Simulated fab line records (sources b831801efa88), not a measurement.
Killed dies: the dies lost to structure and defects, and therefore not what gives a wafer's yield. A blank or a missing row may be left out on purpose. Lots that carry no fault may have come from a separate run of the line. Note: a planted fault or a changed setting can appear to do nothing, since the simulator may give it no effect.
Which tool was responsible? + flow sky130 + 13 lots, 39 wafers sampled, at 3 steps of a route of 708

WHAT THE GAUGES SHOWED, per wafer
SKY_FIELD_ISO_BOW_MEAS_00. Usual: for INCOMING_BOW the level is -1 um and the standard deviation is 7.1.
| lot  | measured    | on           | INCOMING_BOW (um) | flag |
|------|-------------|--------------|-------------------|------|
| L143 | day 1 10:00 | filmMetro-02 | -4 -1 -1          |      |
| L144 | day 1 15:02 | filmMetro-03 | 12 2 -1           |      |
| L145 | day 1 20:04 | filmMetro-04 | -23 3 0           |      |
| L146 | day 2 01:00 | filmMetro-02 | 14 6 6            |      |
| L147 | day 2 06:04 | filmMetro-03 | -7 -6 -2          |      |
| L148 | day 2 11:01 | filmMetro-04 | -1 -1 -3          |      |
| L149 | day 2 16:00 | filmMetro-02 | 6 5 -3            |      |
| L151 | day 3 02:00 | filmMetro-04 | -10 11 -9         |      |
| L152 | day 3 07:01 | filmMetro-04 | 7 -12 -10         |      |
| L153 | day 3 12:00 | filmMetro-03 | -4 -1 -12         |      |
| L160 | day 4 23:00 | filmMetro-03 | -5 5 4            |      |
| L162 | day 5 09:00 | filmMetro-02 | -16 4 5           |      |
| L164 | day 5 19:00 | filmMetro-02 | -3 -2 3           |      |

SKY_VT_ADJUST_HVTR_CD_MEAS_07 targets a cd of 380 nm. Usual: cdNm 380.6 nm, standard deviation 2.4.
| lot  | measured     | on       | cdNm (nm)         | flag |
|------|--------------|----------|-------------------|------|
| L143 | day 9 06:59  | cdSem-01 | 384.8 382.8 384.9 |      |
| L144 | day 9 12:32  | cdSem-01 | 381.6 380.9 381.2 |      |
| L145 | day 9 15:43  | cdSem-02 | 379.5 377.9 379.8 |      |
| L146 | day 10 01:23 | cdSem-02 | 381.9 381.0 379.9 |      |
| L147 | day 10 11:03 | cdSem-01 | 383.1 385.8 384.3 |      |
| L148 | day 10 19:40 | cdSem-02 | 380.2 377.9 380.3 |      |
| L149 | day 11 02:29 | cdSem-02 | 380.9 382.1 382.0 |      |
| L151 | day 11 10:56 | cdSem-01 | 381.9 381.8 381.4 |      |
| L152 | day 11 22:40 | cdSem-02 | 383.6 383.7 384.0 |      |
| L153 | day 12 05:41 | cdSem-01 | 378.2 379.9 378.5 |      |
| L160 | day 14 23:24 | cdSem-02 | 379.8 379.8 381.5 |      |
| L162 | day 15 11:28 | cdSem-01 | 381.6 381.0 383.0 |      |
| L164 | day 15 20:17 | cdSem-01 | 381.4 380.2 378.7 |      |

EACH LOT AND THE TOOL THAT RAN IT (in order: tool; ch and the chambers of the sampled wafers; start)
| lot  | SKY_FIELD_ISO_WET_ETCH_28     |
|------|-------------------------------|
| L143 | wetBench-02 ch 3, day 2 11:07 |
| L144 | wetBench-04 ch 1, day 2 15:58 |
| L145 | wetBench-03 ch 3, day 2 21:01 |
| L146 | wetBench-03 ch 3, day 3 02:34 |
| L147 | wetBench-02 ch 1, day 3 06:25 |
| L148 | wetBench-03 ch 3, day 3 13:20 |
| L149 | wetBench-03 ch 3, day 3 20:18 |
| L151 | wetBench-03 ch 1, day 4 01:30 |
| L152 | wetBench-02 ch 1, day 4 07:06 |
| L153 | wetBench-03 ch 1, day 4 13:32 |
| L160 | wetBench-04 ch 1, day 6 08:40 |
| L162 | wetBench-02 ch 1, day 6 16:04 |
| L164 | wetBench-02 ch 2, day 7 00:06 |
- SKY_FIELD_ISO_WET_ETCH_28: etches SiO2 in dHF, target depth 23.7 nm, time 47 s.

WHAT THE TOOLS THEMSELVES READ (means of the sampled wafers that have a number; where no wafer has one, the mark that the record gives instead)
SKY_FIELD_ISO_WET_ETCH_28. Usual: bathHeatDutyPct 6.6 %, standard deviation 0.81; tempC 24.98 C, standard deviation 0.11.
| lot  | tool        | bathHeatDutyPct (%) | tempC (C) | flag |
|------|-------------|---------------------|-----------|------|
| L143 | wetBench-02 | 7.8                 | 25.06     |      |
| L144 | wetBench-04 | 6.5                 | 25.15     |      |
| L145 | wetBench-03 | 7.5                 | 24.92     |      |
| L146 | wetBench-03 | 7.2                 | 24.92     |      |
| L147 | wetBench-02 | 7.2                 | 24.88     |      |
| L148 | wetBench-03 | 7.4                 | 25.04     |      |
| L149 | wetBench-03 | 7.6                 | 25.06     |      |
| L151 | wetBench-03 | 25.8                | 35.62     | OFF  |
| L152 | wetBench-02 | 6.6                 | 24.84     |      |
| L153 | wetBench-03 | 25.2                | 35.76     | OFF  |
| L160 | wetBench-04 | 7.0                 | 24.96     |      |
| L162 | wetBench-02 | 7.2                 | 24.90     |      |
| L164 | wetBench-02 | 6.1                 | 24.91     |      |

THE ANSWER, worked out from the rows above alone
Rule: a lot is off if the mean of its wafers that have a number lies more than 3 standard deviations from the usual mean. Also off: a lot with no number at a reading for which 4 or more lots have one. Where the step has rows for the other lots, those lots are counted as sound. Order of review: gauges by route order, followed by the tools' own readings, for which a lot's mean as printed above is used. At the first step where some lot is off, the reading lying furthest off is the one used; lots without a number count as furthest.
Off at SKY_FIELD_ISO_WET_ETCH_28 (tempC): L151, L153.
A tool fits if, at that step or a process step before it, it ran every lot that is off, and no sound lot after the first of them. One fits: wetBench-03 at SKY_FIELD_ISO_WET_ETCH_28. Its last sound lot is L149 (day 3 20:18), its first lot that is off L151 (day 4 01:30): a fault that began between those two fits.
The tool's own readings at SKY_FIELD_ISO_WET_ETCH_28 bear it out: on the lots that are off they differ by more than 5 times the standard deviation of the sound lots' means. bathHeatDutyPct reads 25.5 % there against 7.1 % on the sound lots; tempC reads 35.69 C there against 24.97 C on the sound lots.

WHAT WAS PUT IN BY THE SIMULATOR
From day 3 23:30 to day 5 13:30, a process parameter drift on wetBench-03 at SKY_FIELD_ISO_WET_ETCH_28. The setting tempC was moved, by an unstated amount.
Lots struck among those shown: L151, L153. The rule above found the same.
